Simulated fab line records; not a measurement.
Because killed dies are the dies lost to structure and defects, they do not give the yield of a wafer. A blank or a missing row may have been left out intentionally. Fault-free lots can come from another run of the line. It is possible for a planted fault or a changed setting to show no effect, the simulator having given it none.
Which tool is to blame? :: flow gf180mcu :: route of 602 steps, sampled at 1 step: 6 lots, 18 wafers

WHAT THE GAUGES SHOWED, per wafer
GF_SAB_OVL_MEAS_10.
lot: L592
measured: day 15 16:28
on: overlay-02
SAB_OVL (nm): -1.3 -0.9 -3.2

lot: L595
measured: day 16 13:52
on: overlay-02
SAB_OVL (nm): 0.9 1.7 1.8

lot: L599
measured: day 18 04:01
on: overlay-01
SAB_OVL (nm): -0.6 0.2 -0.1

lot: L603
measured: day 19 12:58
on: overlay-02
SAB_OVL (nm): -1.0 -1.7 -1.7

lot: L608
measured: day 21 03:49
on: overlay-01
SAB_OVL (nm): 1.0 1.3 -0.6

lot: L614
measured: day 23 03:37
on: overlay-02
SAB_OVL (nm): -1.2 -1.4 -1.6

WHAT TOOL EACH LOT RAN ON (gives the tool, then ch and the chambers of the sampled wafers, and finally the start)
The record holds no process step before these readings.

THE ANSWER, worked out from the rows above alone
Rule: what is usual is taken from the lots themselves. Put in order of their means at a reading, lots are off if they are a third of the lots or fewer, leave a main group of 4 or more, and stand apart from it by a gap of 3 or more times the standard deviation of the main group's means; of several such gaps the widest counts. The tables above print the reading to a certain number of digits; a main group whose means all agree to those digits is not used. A lot without any number at a reading at which 4 lots or more have one is off too. Any other lot the step has rows for is counted as sound.
Across all readings shown, no lot is off: no conclusion can be drawn from this.

WHAT THE SIMULATOR HAD INSERTED
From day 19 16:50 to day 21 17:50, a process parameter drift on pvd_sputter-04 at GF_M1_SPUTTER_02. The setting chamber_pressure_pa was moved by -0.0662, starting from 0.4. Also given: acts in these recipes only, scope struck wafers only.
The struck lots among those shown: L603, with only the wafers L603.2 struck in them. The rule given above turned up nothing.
